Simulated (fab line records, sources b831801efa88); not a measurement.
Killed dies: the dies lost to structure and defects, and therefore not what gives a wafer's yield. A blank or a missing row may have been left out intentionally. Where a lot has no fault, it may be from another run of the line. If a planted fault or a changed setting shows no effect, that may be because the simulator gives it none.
The tool behind it: which one?    flow sky130    30 wafers from 10 lots sampled at 3 of the route's 708 steps

== WHAT THE GAUGES SHOWED, per wafer ==
SKY_VIA1_RS_MEAS_22: a four-point-probe measurement.
lot   measured      on             VIA1_W_RS (ohm/sq)
L385  day 35 07:26  film_metro-01  0.416 0.417 0.436
L386  day 35 10:14  film_metro-04  0.441 0.414 0.439
L387  day 36 10:25  film_metro-01  0.419 0.443 0.422
L388  day 36 14:05  film_metro-04  0.430 0.423 0.424
L390  day 37 00:45  film_metro-01  0.439 0.435 0.442
L392  day 37 12:55  film_metro-01  0.433 0.429 0.436
L394  day 38 01:24  film_metro-01  0.432 0.417 0.412
L401  day 40 07:18  film_metro-04  0.425 1.236 0.428
L402  day 40 08:11  film_metro-04  1.232 0.432 0.414
L405  day 41 05:20  film_metro-01  0.423 0.438 0.428

== WHICH TOOL RAN EACH LOT (tool, then ch and the chambers of the sampled wafers, then the start) ==
lot   SKY_METAL1_ETCH_18                 SKY_VIA1_CVD_21
L385  rie_metal-01 ch 0,1, day 34 02:26  cvd_w-02 ch 0,1, day 35 07:14
L386  rie_metal-03 ch 0, day 34 05:43    cvd_w-02 ch 0,1, day 35 10:09
L387  rie_metal-03 ch 0,1, day 35 06:12  cvd_w-02 ch 0,1, day 36 10:19
L388  rie_metal-04 ch 0,1, day 35 08:39  cvd_w-01 ch 0,1, day 36 14:00
L390  rie_metal-01 ch 1, day 35 19:34    cvd_w-01 ch 0,1, day 37 00:40
L392  rie_metal-03 ch 0,1, day 36 08:30  cvd_w-02 ch 1, day 37 12:46
L394  rie_metal-01 ch 0,1, day 36 21:23  cvd_w-02 ch 0,1, day 38 01:17
L401  rie_metal-03 ch 0,1, day 39 03:59  cvd_w-02 ch 0,1, day 40 07:12
L402  rie_metal-01 ch 1, day 39 05:11    cvd_w-02 ch 0,1, day 40 08:05
L405  rie_metal-01 ch 0,1, day 40 02:18  cvd_w-01 ch 0,1, day 41 05:14
- SKY_METAL1_ETCH_18: etches BARC in N2/H2, stops on SiO2, time 45.9 s, target depth 60 nm.
- SKY_VIA1_CVD_21: deposits W, target thk 270 nm, time 80.902 s.

== THE ANSWER, worked out from the rows above alone ==
Rule: the usual values come from the lots themselves. Put in order of their means at a reading, lots are off if they are a third of the lots or fewer, leave a main group of 4 or more, and stand apart from it by a gap of 3 or more times the standard deviation of the main group's means; of several such gaps the widest counts. A main group is skipped when, at the precision printed for the reading in the tables above, its means are all equal. A lot without any number at a reading at which 4 lots or more have one is off too. The other lots that the step has rows for count as sound.
Off: at SKY_VIA1_RS_MEAS_22 (VIA1_W_RS), L401, L402. Main group: mean 0.429 ohm/sq, sd 0.0054.
A tool fits if, at a process step before that reading, it ran every lot that is off, and no sound lot after the first of them. The gauges at SKY_VIA1_RS_MEAS_22 are tried like those tools. This does not decide it: 2 tools fit, namely cvd_w-02 at SKY_VIA1_CVD_21 and film_metro-04 at SKY_VIA1_RS_MEAS_22.

== WHAT THE SIMULATOR PUT IN ==
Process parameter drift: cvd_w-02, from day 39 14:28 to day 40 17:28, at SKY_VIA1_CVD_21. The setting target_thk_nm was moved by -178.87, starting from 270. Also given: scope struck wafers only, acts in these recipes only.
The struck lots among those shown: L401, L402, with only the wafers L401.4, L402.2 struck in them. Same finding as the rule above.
